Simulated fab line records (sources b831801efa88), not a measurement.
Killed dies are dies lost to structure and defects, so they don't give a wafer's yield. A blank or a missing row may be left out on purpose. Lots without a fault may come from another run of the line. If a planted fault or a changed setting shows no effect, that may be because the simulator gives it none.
The tool behind it: which one? :: flow sky130 :: Sampling: 7 lots, 21 wafers, 4 of 708 route steps

== WHAT THE GAUGES READ, wafer by wafer ==
SKY_RES_XHIGH_TW_MEAS_09.
lot: L702
measured: day 28 03:32
on: filmMetro-02
RES_XHIGH_TW: 1642 1644 1648

lot: L707
measured: day 30 07:29
on: filmMetro-03
RES_XHIGH_TW: 30 30 30

lot: L711
measured: day 31 13:33
on: filmMetro-03
RES_XHIGH_TW: 1641 1652 1647

lot: L714
measured: day 32 11:26
on: filmMetro-01
RES_XHIGH_TW: 1626 1630 1637

lot: L716
measured: day 33 01:56
on: filmMetro-01
RES_XHIGH_TW: 1631 1628 1636

lot: L718
measured: day 33 08:41
on: filmMetro-01
RES_XHIGH_TW: 1630 1632 1625

lot: L721
measured: day 34 13:59
on: filmMetro-01
RES_XHIGH_TW: 1621 1631 1624

== TOOL THAT RAN EACH LOT (tool first, then ch and the chambers of the sampled wafers, then the start) ==
lot: L702
SKY_POLY_CUT_STRIP_12: plasmaAsher-02 ch 1, day 25 17:41
SKY_SD_P_STRIP_10: plasmaAsher-04 ch 0,1, day 26 23:08
SKY_RES_XHIGH_STRIP_08: plasmaAsher-04 ch 0, day 28 03:26

lot: L707
SKY_POLY_CUT_STRIP_12: plasmaAsher-03 ch 1, day 27 22:37
SKY_SD_P_STRIP_10: plasmaAsher-01 ch 1, day 29 03:17
SKY_RES_XHIGH_STRIP_08: plasmaAsher-04 ch 1, day 30 07:23

lot: L711
SKY_POLY_CUT_STRIP_12: plasmaAsher-01 ch 0, day 29 05:14
SKY_SD_P_STRIP_10: plasmaAsher-04 ch 0,1, day 30 09:41
SKY_RES_XHIGH_STRIP_08: plasmaAsher-02 ch 0,1, day 31 13:26

lot: L714
SKY_POLY_CUT_STRIP_12: plasmaAsher-03 ch 0,1, day 30 03:23
SKY_SD_P_STRIP_10: plasmaAsher-01 ch 0,1, day 31 07:50
SKY_RES_XHIGH_STRIP_08: plasmaAsher-03 ch 0,1, day 32 11:20

lot: L716
SKY_POLY_CUT_STRIP_12: plasmaAsher-01 ch 0,1, day 30 18:49
SKY_SD_P_STRIP_10: plasmaAsher-04 ch 1, day 31 22:26
SKY_RES_XHIGH_STRIP_08: plasmaAsher-03 ch 0,1, day 33 01:50

lot: L718
SKY_POLY_CUT_STRIP_12: plasmaAsher-01 ch 0,1, day 31 02:59
SKY_SD_P_STRIP_10: plasmaAsher-01 ch 0,1, day 32 06:29
SKY_RES_XHIGH_STRIP_08: plasmaAsher-04 ch 0,1, day 33 08:35

lot: L721
SKY_POLY_CUT_STRIP_12: plasmaAsher-03 ch 0,1, day 32 08:04
SKY_SD_P_STRIP_10: plasmaAsher-01 ch 0,1, day 33 11:05
SKY_RES_XHIGH_STRIP_08: plasmaAsher-03 ch 0,1, day 34 13:53
- SKY_POLY_CUT_STRIP_12: strips in O2/N2.
- SKY_SD_P_STRIP_10: strips in O2/N2.
- SKY_RES_XHIGH_STRIP_08: strips in O2/N2.

== THE ANSWER, worked out from the rows above alone ==
Rule: the lots themselves supply what counts as usual. The widest of any qualifying gaps counts: lots, ordered by their means at a reading, are off when they make up no more than a third of the lots, leave a main group of 4 or more, and stand apart from it by 3 or more times the standard deviation of that group's means. A main group whose means are all the same, to the digits that the tables above print for the reading, isn't used. A lot without any number at a reading at which 4 lots or more have one is off too. Where the step has rows for the other lots, those lots are counted as sound.
Off: L707, at SKY_RES_XHIGH_TW_MEAS_09 (RES_XHIGH_TW). For the main group the mean is 1635 and the standard deviation 8.
If a tool, at a process step before that reading, ran all the lots that are off and no sound lot after the first of them, it fits. Those tools and the gauges at SKY_RES_XHIGH_TW_MEAS_09 are tried in the same way. Of those tried, none fits.

== WHAT WAS PUT IN BY THE SIMULATOR ==
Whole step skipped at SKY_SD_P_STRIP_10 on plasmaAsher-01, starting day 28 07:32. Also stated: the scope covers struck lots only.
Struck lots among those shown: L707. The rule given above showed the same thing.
